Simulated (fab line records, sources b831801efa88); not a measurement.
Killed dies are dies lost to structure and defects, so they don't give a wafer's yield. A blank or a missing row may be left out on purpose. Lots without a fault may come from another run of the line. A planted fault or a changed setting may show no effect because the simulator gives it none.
fab line records | flow gf180mcu | part 1 of 2: steps 1 to 26 of 38
record lots=5 wafers=15 last_day=33
route steps=602 shown VT_IMPLANT@109 MVSD@136 NWELL@137 LVPWELL@138 MVPSD@139 DUAL_GATE@141
lots that met no fault: from a run of the same line without faults
start_h: hours from the record's first day to the start of the lot's first wafer shown | wait_h: hours since the lot's step before | " the same as in the row above | L1.1+2: a row that stands for several wafers | - no value, or no start given | * or withheld: withheld | < > ~ a bound
route shown NAME@n: a module of which the file shows steps, and the number in the route of the first | usual: mean/standard deviation of fault-free wafers | same: alike in all rows | chamber/n: place in a boat | sites: the reading at each site | _std_site: their standard deviation | _edge_site: outer sites' mean less inner sites' | radius_mm: how far each site lies from the wafer's centre | mask NAME#n: copy n | behind: the tool/chamber that last shaped the wafer | hold: why the lot was held/for how many hours/how that ended | device: the transistor (n, p or np) that didn't switch | end of line: the same wafers' tests at the end of the route | a step without rows: its recipe alone | killed: dies lost to structure and defects at the first sort, not the wafer's yield | map: a wafer's dies, x killed, . not, _ none there
set.NAME: the setting as run; set.NAME@STEP: as run at that earlier step | model.NAME: the simulator's own value behind a step, which no gauge read
lots at some steps of the route; a table a step, a row a wafer
services: from which hour (start_h, from the record's first day; less than 0 if before it) a tool's chamber was out of use, for how many hours, and why
## steps
# step GF_VT_IMPLANT_IMPLANT_19
# recipe species=As energy_kev=100 dose_cm2=4.35e+12 tilt_deg=7
# columns lot.wafer tool chamber start_h wait_h
L074.2+3+5 implanter-04 0 126.22 0.0
L078.1+2+5 implanter-03 0 148.75 0.0
L079.2+3+5 implanter-03 0 158.27 0.0
L086.2+3+5 implanter-03 0 201.93 0.0
L091.2+3+4 implanter-02 0 235.52 0.0
# step GF_VT_IMPLANT_STRIP_20
# recipe chemistry=O2/N2 power_w=1400 pressure_mtorr=1500 platen_temp_c=250 o2_flow_sccm=3000 n2_flow_sccm=300 overash_fraction=0.5
# usual drypump_motor_current_A=5.8/0.65 heater_power_w=299/18 oes_product_au=0.716/0.0042 strip_time_to_endpoint_s=12.63/0.036
# columns lot.wafer tool chamber start_h wait_h drypump_motor_current_A heater_power_w oes_product_au rf_hours_counter_h strip_time_to_endpoint_s
L074.2 plasma_asher-01 0 126.35 0.1 6.4 320 0.712 48 12.67
L074.3 " 0 " " 6.4 312 0.715 - 12.67
L074.5 " 0 " " 6.3 330 0.715 - 12.64
L078.1 plasma_asher-02 1 148.90 0.1 6.6 272 0.715 3 12.64
L078.2 " 0 " " 4.8 308 0.722 3 12.63
L078.5 " 0 " " 4.8 301 0.719 - 12.60
L079.2 plasma_asher-01 0 158.40 0.1 6.4 312 0.727 52 12.65
L079.3 " 1 " " 4.9 302 0.717 - 12.67
L079.5 " 1 " " 4.9 309 0.719 - 12.68
L086.2 plasma_asher-03 0 202.05 0.1 6.1 284 0.713 39 12.59
L086.3 " 1 " " 5.7 310 0.721 - 12.59
L086.5 " 0 " " 6.1 282 0.713 - 12.58
L091.2 plasma_asher-03 0 235.65 0.1 6.1 287 0.723 43 12.62
L091.3 " 0 " " 6.0 287 0.718 - 12.59
L091.4 " 1 " " 5.8 309 0.716 - 12.58
# step GF_VT_IMPLANT_TW_MEAS_21
# usual VT_IMPLANT_2_TW=1207/7.9
# columns lot.wafer tool chamber start_h wait_h VT_IMPLANT_2_TW
L074.2 film_metro-04 - 126.46 0.1 1209
L074.3 " - " " 1215
L074.5 " - " " 1212
L078.1 film_metro-04 - 149.00 0.1 1208
L078.2 " - " " 1218
L078.5 " - " " 1215
L079.2 film_metro-02 - 158.51 0.1 1193
L079.3 " - " " 1202
L079.5 " - " " 1194
L086.2 film_metro-02 - 202.16 0.1 1213
L086.3 " - " " 1214
L086.5 " - " " 1211
L091.2 film_metro-04 - 235.76 0.1 1206
L091.3 " - " " 1206
L091.4 " - " " 1203
# step GF_VT_IMPLANT_DEHYDRATE_22
# recipe temp_c=200 time_s=60
# usual exhaust_pa=44.7/1
# columns lot.wafer tool chamber start_h wait_h exhaust_pa
L074.2 litho_track-03 0 133.30 6.8 43.3
L074.3 " 0 " " 42.9
L074.5 " 0 " " 43.2
L078.1 litho_track-04 0 156.66 7.7 43.4
L078.2 " 0 " " 44.4
L078.5 " 0 " " 42.0
L079.2 litho_track-02 0 165.79 7.3 45.0
L079.3 " 0 " " 45.5
L079.5 " 0 " " 45.0
L086.2 litho_track-04 0 209.83 7.7 45.7
L086.3 " 0 " " 45.0
L086.5 " 0 " " 44.9
L091.2 litho_track-03 0 244.55 8.8 45.9
L091.3 " 0 " " 46.0
L091.4 " 0 " " 45.6
# step GF_VT_IMPLANT_HMDS_23
# recipe prime_time_s=60 prime_temp_c=120
# usual exhaust_pa=44.7/0.84 prime_temp_c=119.98/0.14
# same prime_time_s=60
# columns lot.wafer tool chamber start_h wait_h exhaust_pa prime_temp_c
L074.2 litho_track-03 0 133.45 0.1 43.9 119.93
L074.3 " 0 " " 46.2 119.89
L074.5 " 0 " " 43.0 119.68
L078.1 litho_track-04 0 156.81 0.1 45.5 119.91
L078.2 " 0 " " 45.6 119.78
L078.5 " 0 " " 46.1 120.07
L079.2 litho_track-02 0 165.94 0.1 44.5 119.80
L079.3 " 0 " " 44.5 119.87
L079.5 " 0 " " 45.0 119.92
L086.2 litho_track-04 0 209.98 0.1 44.5 120.16
L086.3 " 0 " " 43.9 119.95
L086.5 " 0 " " 44.6 119.97
L091.2 litho_track-03 0 244.70 0.1 45.2 120.34
L091.3 " 0 " " 44.0 120.34
L091.4 " 0 " " 45.4 120.26
# step GF_VT_IMPLANT_COAT_24
# recipe resist=NOVOLAK spin_rpm=3000 resist_thk_nm=1000
# usual exhaust_pa=44.9/0.86
# columns lot.wafer tool chamber start_h wait_h exhaust_pa
L074.2 litho_track-03 0 133.60 0.1 44.3
L074.3 " 0 " " 44.2
L074.5 " 0 " " 44.4
L078.1 litho_track-04 0 156.96 0.1 45.4
L078.2 " 0 " " 46.4
L078.5 " 0 " " 45.1
L079.2 litho_track-02 0 166.09 0.1 44.8
L079.3 " 0 " " 44.6
L079.5 " 0 " " 45.2
L086.2 litho_track-04 0 210.13 0.1 45.2
L086.3 " 0 " " 45.1
L086.5 " 0 " " 44.7
L091.2 litho_track-03 0 244.85 0.1 44.8
L091.3 " 0 " " 46.7
L091.4 " 0 " " 44.4
# step GF_VT_IMPLANT_SOFTBAKE_25
# recipe temp_c=90 time_s=60 resist=NOVOLAK
# usual exhaust_pa=45.1/0.89
# columns lot.wafer tool chamber start_h wait_h exhaust_pa
L074.2 litho_track-03 0 133.75 0.1 45.7
L074.3 " 0 " " 44.8
L074.5 " 0 " " 44.0
L078.1 litho_track-04 0 157.11 0.1 45.9
L078.2 " 0 " " 44.3
L078.5 " 0 " " 44.1
L079.2 litho_track-02 0 166.24 0.1 45.9
L079.3 " 0 " " 46.1
L079.5 " 0 " " 45.4
L086.2 litho_track-04 0 210.28 0.1 45.5
L086.3 " 0 " " 44.6
L086.5 " 0 " " 45.1
L091.2 litho_track-03 0 245.00 0.1 44.0
L091.3 " 0 " " 46.8
L091.4 " 0 " " 45.3
# step GF_VT_IMPLANT_EXPOSE_26
# recipe mask_id=LVPWELL_HV_AREA target_cd_nm=860 na=0.6 source_shape=conventional sigma_outer=0.6 dose_mj=140
# columns lot.wafer tool chamber start_h wait_h mask
L074.2+3+5 iline_stepper-01 0 - - LVPWELL_HV_AREA#0
L078.1+2+5 iline_stepper-02 0 - - LVPWELL_HV_AREA#0
L079.2+3+5 iline_stepper-01 0 - - LVPWELL_HV_AREA#0
L086.2+3+5 iline_stepper-02 0 - - LVPWELL_HV_AREA#0
L091.2+3+4 iline_stepper-02 0 - - LVPWELL_HV_AREA#0
# step GF_VT_IMPLANT_PEB_27
# recipe temp_c=withheld time_s=* resist=NOVOLAK
# usual exhaust_pa=45.0/0.79
# columns lot.wafer tool chamber start_h wait_h exhaust_pa
L074.2 litho_track-04 0 - - 46.5
L074.3 " 0 " " 45.9
L074.5 " 0 " " 45.4
L078.1 litho_track-02 0 - - 45.7
L078.2 " 0 " " 44.6
L078.5 " 0 " " 45.2
L079.2 litho_track-03 0 - - 44.1
L079.3 " 0 " " 44.6
L079.5 " 0 " " 45.3
L086.2 litho_track-03 0 - - 45.4
L086.3 " 0 " " 44.8
L086.5 " 0 " " 44.9
L091.2 litho_track-03 0 - - 44.6
L091.3 " 0 " " 46.1
L091.4 " 0 " " 44.0
# step GF_VT_IMPLANT_DEVELOP_28
# recipe develop_time_s=60 dev_temp_c=23
# usual exhaust_pa=45.0/0.82
# columns lot.wafer tool chamber start_h wait_h exhaust_pa
L074.2 litho_track-04 0 141.64 0.1 44.3
L074.3 " 0 " " 44.2
L074.5 " 0 " " 44.5
L078.1 litho_track-02 0 165.01 0.1 45.1
L078.2 " 0 " " 44.9
L078.5 " 0 " " 45.6
L079.2 litho_track-03 0 174.60 0.1 44.3
L079.3 " 0 " " 44.8
L079.5 " 0 " " 45.9
L086.2 litho_track-03 0 219.00 0.1 46.4
L086.3 " 0 " " 45.5
L086.5 " 0 " " 45.2
L091.2 litho_track-03 0 254.55 0.1 45.9
L091.3 " 0 " " 44.8
L091.4 " 0 " " 44.9
# step GF_VT_IMPLANT_OVL_MEAS_29
# usual VT_IMPLANT_02_OVL=1.4/1.5
# columns lot.wafer tool chamber start_h wait_h VT_IMPLANT_02_OVL[nm]
L074.2 overlay-01 - 141.77 0.1 1.9
L074.3 " - " " 1.0
L074.5 " - " " 2.6
L078.1 overlay-02 - 165.16 0.1 0.3
L078.2 " - " " -1.5
L078.5 " - " " 1.5
L079.2 overlay-02 - 174.73 0.1 1.1
L079.3 " - " " 1.2
L079.5 " - " " 1.3
L086.2 overlay-02 - 219.13 0.1 3.0
L086.3 " - " " 3.6
L086.5 " - " " 3.1
L091.2 overlay-02 - 254.68 0.1 1.5
L091.3 " - " " 2.3
L091.4 " - " " 2.8
# step GF_VT_IMPLANT_IMPLANT_30
# recipe species=B energy_kev=25 dose_cm2=2.534e+12 tilt_deg=7
# columns lot.wafer tool chamber start_h wait_h
L074.2+3+5 implanter-02 0 141.82 0.0
L078.1+2+5 implanter-02 0 165.20 0.0
L079.2+3+5 implanter-04 0 174.79 0.0
L086.2+3+5 implanter-04 0 219.19 0.0
L091.2+3+4 implanter-03 0 254.74 0.0
# step GF_VT_IMPLANT_STRIP_31
# recipe chemistry=O2/N2 power_w=1400 pressure_mtorr=1500 platen_temp_c=250 o2_flow_sccm=2860 n2_flow_sccm=300 overash_fraction=0.5
# usual drypump_motor_current_A=5.8/0.63 heater_power_w=300/17 oes_product_au=0.714/0.0042 strip_time_to_endpoint_s=12.68/0.033
# columns lot.wafer tool chamber start_h wait_h drypump_motor_current_A heater_power_w oes_product_au rf_hours_counter_h strip_time_to_endpoint_s
L074.2 plasma_asher-03 0 141.95 0.1 6.0 283 0.718 33 12.66
L074.3 " 0 " " 6.0 284 0.717 - 12.71
L074.5 " 0 " " 6.1 288 0.715 - 12.69
L078.1 plasma_asher-01 1 165.35 0.1 4.9 314 0.712 52 12.64
L078.2 " 0 " " 6.4 318 0.716 52 12.66
L078.5 " 0 " " 6.4 317 0.712 - 12.68
L079.2 plasma_asher-03 1 174.91 0.1 5.8 305 0.711 36 12.67
L079.3 " 1 " " 5.8 309 0.712 - 12.70
L079.5 " 0 " " 6.0 289 0.721 - 12.65
L086.2 plasma_asher-02 0 219.31 0.1 4.8 302 0.713 10 12.64
L086.3 " 1 " " 6.6 275 0.713 - 12.67
L086.5 " 0 " " 4.8 304 0.713 - 12.68
L091.2 plasma_asher-02 1 254.86 0.1 6.5 271 0.714 14 12.69
L091.3 " 1 " " 6.6 262 0.715 - 12.68
L091.4 " 0 " " 4.8 315 0.716 - 12.67
# step GF_VT_IMPLANT_TW_MEAS_32
# usual VT_IMPLANT_3_TW=267.0/2.1
# columns lot.wafer tool chamber start_h wait_h VT_IMPLANT_3_TW
L074.2 film_metro-02 - 142.06 0.1 264.5
L074.3 " - " " 264.3
L074.5 " - " " 264.9
L078.1 film_metro-04 - 165.45 0.1 267.6
L078.2 " - " " 269.0
L078.5 " - " " 266.1
L079.2 film_metro-03 - 175.02 0.1 270.9
L079.3 " - " " 269.4
L079.5 " - " " 269.5
L086.2 film_metro-02 - 219.42 0.1 266.1
L086.3 " - " " 267.1
L086.5 " - " " 265.6
L091.2 film_metro-03 - 254.97 0.1 270.3
L091.3 " - " " 271.5
L091.4 " - " " 271.3
# step GF_VT_IMPLANT_DEHYDRATE_33
# recipe temp_c=200 time_s=60
# usual exhaust_pa=45.0/1
# columns lot.wafer tool chamber start_h wait_h exhaust_pa
L074.2 litho_track-03 0 149.20 7.1 46.7
L074.3 " 0 " " 46.0
L074.5 " 0 " " 44.7
L078.1 litho_track-02 0 172.46 7.0 43.8
L078.2 " 0 " " 44.7
L078.5 " 0 " " 44.2
L079.2 litho_track-04 0 182.63 7.6 43.7
L079.3 " 0 " " 45.6
L079.5 " 0 " " 46.0
L086.2 litho_track-02 0 227.19 7.8 44.4
L086.3 " 0 " " 45.6
L086.5 " 0 " " 44.9
L091.2 litho_track-04 0 263.83 8.9 43.7
L091.3 " 0 " " 44.5
L091.4 " 0 " " 45.8
# step GF_VT_IMPLANT_HMDS_34
# recipe prime_time_s=60 prime_temp_c=120
# usual exhaust_pa=45.0/0.85 prime_temp_c=120.00/0.13
# same prime_time_s=60
# columns lot.wafer tool chamber start_h wait_h exhaust_pa prime_temp_c
L074.2 litho_track-03 0 149.35 0.1 44.4 119.99
L074.3 " 0 " " 44.5 119.88
L074.5 " 0 " " 44.5 119.86
L078.1 litho_track-02 0 172.61 0.1 44.4 120.06
L078.2 " 0 " " 44.2 120.02
L078.5 " 0 " " 43.6 119.96
L079.2 litho_track-04 0 182.78 0.1 47.2 119.90
L079.3 " 0 " " 45.3 119.99
L079.5 " 0 " " 45.2 119.99
L086.2 litho_track-02 0 227.34 0.1 46.1 120.03
L086.3 " 0 " " 44.8 120.16
L086.5 " 0 " " 45.3 120.01
L091.2 litho_track-04 0 263.98 0.1 43.6 119.97
L091.3 " 0 " " 44.4 119.87
L091.4 " 0 " " 45.3 120.07
# step GF_VT_IMPLANT_COAT_35
# recipe resist=NOVOLAK spin_rpm=3000 resist_thk_nm=1000
# usual exhaust_pa=45.0/0.98
# columns lot.wafer tool chamber start_h wait_h exhaust_pa
L074.2 litho_track-03 0 149.50 0.1 45.7
L074.3 " 0 " " 44.9
L074.5 " 0 " " 44.5
L078.1 litho_track-02 0 172.76 0.1 44.6
L078.2 " 0 " " 44.1
L078.5 " 0 " " 43.1
L079.2 litho_track-04 0 182.93 0.1 45.5
L079.3 " 0 " " 45.1
L079.5 " 0 " " 46.3
L086.2 litho_track-02 0 227.49 0.1 43.9
L086.3 " 0 " " 45.5
L086.5 " 0 " " 43.9
L091.2 litho_track-04 0 264.13 0.1 45.1
L091.3 " 0 " " 46.2
L091.4 " 0 " " 45.0
# step GF_VT_IMPLANT_SOFTBAKE_36
# recipe temp_c=90 time_s=60 resist=NOVOLAK
# usual exhaust_pa=44.9/0.8
# columns lot.wafer tool chamber start_h wait_h exhaust_pa
L074.2 litho_track-03 0 149.65 0.1 44.4
L074.3 " 0 " " 44.2
L074.5 " 0 " " 44.6
L078.1 litho_track-02 0 172.91 0.1 44.9
L078.2 " 0 " " 44.3
L078.5 " 0 " " 43.6
L079.2 litho_track-04 0 183.08 0.1 44.5
L079.3 " 0 " " 45.2
L079.5 " 0 " " 44.7
L086.2 litho_track-02 0 227.64 0.1 44.3
L086.3 " 0 " " 45.3
L086.5 " 0 " " 45.1
L091.2 litho_track-04 0 264.28 0.1 45.8
L091.3 " 0 " " 45.0
L091.4 " 0 " " 44.8
# step GF_VT_IMPLANT_EXPOSE_37
# recipe mask_id=Nwell_HV_AREA target_cd_nm=860 na=0.6 source_shape=conventional sigma_outer=0.6 dose_mj=140
# columns lot.wafer tool chamber start_h wait_h mask
L074.2+3+5 iline_stepper-01 0 - - Nwell_HV_AREA#0
L078.1+2+5 iline_stepper-01 0 - - Nwell_HV_AREA#0
L079.2+3+5 iline_stepper-02 0 - - Nwell_HV_AREA#0
L086.2+3+5 iline_stepper-02 0 - - Nwell_HV_AREA#0
L091.2+3+4 iline_stepper-01 0 - - Nwell_HV_AREA#0
# step GF_VT_IMPLANT_PEB_38
# recipe temp_c=withheld time_s=* resist=NOVOLAK
# usual exhaust_pa=45.0/0.96
# columns lot.wafer tool chamber start_h wait_h exhaust_pa
L074.2 litho_track-02 0 - - 44.9
L074.3 " 0 " " 44.8
L074.5 " 0 " " 44.7
L078.1 litho_track-02 0 - - 44.2
L078.2 " 0 " " 44.3
L078.5 " 0 " " 43.2
L079.2 litho_track-02 0 - - 44.7
L079.3 " 0 " " 44.9
L079.5 " 0 " " 45.2
L086.2 litho_track-02 0 - - 45.7
L086.3 " 0 " " 44.4
L086.5 " 0 " " 45.3
L091.2 litho_track-03 0 - - 45.1
L091.3 " 0 " " 44.2
L091.4 " 0 " " 44.3
# step GF_VT_IMPLANT_DEVELOP_39
# recipe develop_time_s=60 dev_temp_c=23
# usual exhaust_pa=45.1/0.9
# columns lot.wafer tool chamber start_h wait_h exhaust_pa
L074.2 litho_track-02 0 157.89 0.1 46.3
L074.3 " 0 " " 45.9
L074.5 " 0 " " 46.2
L078.1 litho_track-02 0 180.76 0.1 45.2
L078.2 " 0 " " 44.5
L078.5 " 0 " " 44.9
L079.2 litho_track-02 0 191.09 0.1 43.6
L079.3 " 0 " " 44.2
L079.5 " 0 " " 43.6
L086.2 litho_track-02 0 236.99 0.1 45.4
L086.3 " 0 " " 45.2
L086.5 " 0 " " 46.7
L091.2 litho_track-03 0 274.00 0.1 44.9
L091.3 " 0 " " 45.1
L091.4 " 0 " " 43.1
# step GF_VT_IMPLANT_OVL_MEAS_40
# usual VT_IMPLANT_03_OVL=-0.4/1.5
# columns lot.wafer tool chamber start_h wait_h VT_IMPLANT_03_OVL[nm]
L074.2 overlay-01 - 158.02 0.1 -1.6
L074.3 " - " " -0.1
L074.5 " - " " 0.0
L078.1 overlay-01 - 180.91 0.1 -2.0
L078.2 " - " " -1.0
L078.5 " - " " -1.8
L079.2 overlay-01 - 191.22 0.1 0.1
L079.3 " - " " 0.8
L079.5 " - " " 0.4
L086.2 overlay-02 - 237.12 0.1 2.6
L086.3 " - " " 1.2
L086.5 " - " " 2.3
L091.2 overlay-01 - 274.13 0.1 -1.2
L091.3 " - " " -2.7
L091.4 " - " " -3.7
# step GF_VT_IMPLANT_IMPLANT_41
# recipe species=As energy_kev=70 dose_cm2=1.013e+12 tilt_deg=7
# columns lot.wafer tool chamber start_h wait_h
L074.2+3+5 implanter-04 0 158.07 0.0
L078.1+2+5 implanter-04 0 180.95 0.0
L079.2+3+5 implanter-03 0 191.27 0.0
L086.2+3+5 implanter-03 0 237.20 0.1
L091.2+3+4 implanter-03 0 274.19 0.0
# step GF_VT_IMPLANT_STRIP_42
# recipe chemistry=O2/N2 power_w=1400 pressure_mtorr=1500 platen_temp_c=250 o2_flow_sccm=3000 n2_flow_sccm=300 overash_fraction=0.5
# usual drypump_motor_current_A=5.8/0.63 heater_power_w=300/17 oes_product_au=0.716/0.0048 strip_time_to_endpoint_s=12.64/0.032
# columns lot.wafer tool chamber start_h wait_h drypump_motor_current_A heater_power_w oes_product_au rf_hours_counter_h strip_time_to_endpoint_s
L074.2 plasma_asher-01 1 158.20 0.1 4.9 314 0.716 52 12.58
L074.3 " 0 " " 6.4 315 0.708 - 12.56
L074.5 " 0 " " 6.4 311 0.717 - 12.57
L078.1 plasma_asher-03 1 181.10 0.1 5.7 308 0.712 37 12.69
L078.2 " 0 " " 6.0 288 0.709 37 12.70
L078.5 " 0 " " 6.1 280 0.716 - 12.69
L079.2 plasma_asher-02 1 191.40 0.1 6.6 265 0.723 7 12.68
L079.3 " 0 " " 4.8 314 0.721 - 12.65
L079.5 " 0 " " 4.8 306 0.719 - 12.63
L086.2 plasma_asher-03 1 237.45 0.2 5.7 306 0.713 43 12.66
L086.3 " 1 " " 5.8 307 0.714 - 12.66
L086.5 " 1 " " 5.7 308 0.724 - 12.65
L091.2 plasma_asher-01 1 274.31 0.1 4.9 308 0.726 64 12.66
L091.3 " 0 " " 6.4 324 0.717 - 12.63
L091.4 " 1 " " 4.9 303 0.710 - 12.64
# step GF_VT_IMPLANT_TW_MEAS_43
# usual VT_IMPLANT_4_TW=687/5.2
# columns lot.wafer tool chamber start_h wait_h VT_IMPLANT_4_TW
L074.2 film_metro-04 - 158.31 0.1 687
L074.3 " - " " 688
L074.5 " - " " 689
L078.1 film_metro-03 - 181.20 0.1 694
L078.2 " - " " 698
L078.5 " - " " 694
L079.2 film_metro-03 - 191.51 0.1 695
L079.3 " - " " 692
L079.5 " - " " 695
L086.2 film_metro-02 - 237.56 0.1 686
L086.3 " - " " 683
L086.5 " - " " 684
L091.2 film_metro-02 - 274.42 0.1 681
L091.3 " - " " 681
L091.4 " - " " 683
# step GF_VT_IMPLANT_CLEAN_44
# recipe chemistry=SC1/SC2 mix=1:4:20 temp_c=70 time_s=150 dry=n2_spin
# columns lot.wafer tool chamber start_h wait_h
L074.2+3+5 wet_bench-03 1 158.36 0.0
L078.1+2+5 wet_bench-03 1 181.26 0.1
L079.2+3+5 wet_bench-03 3 191.56 0.0
L086.2+3+5 wet_bench-03 0 237.61 0.0
L091.2+3+4 wet_bench-03 1 274.47 0.0
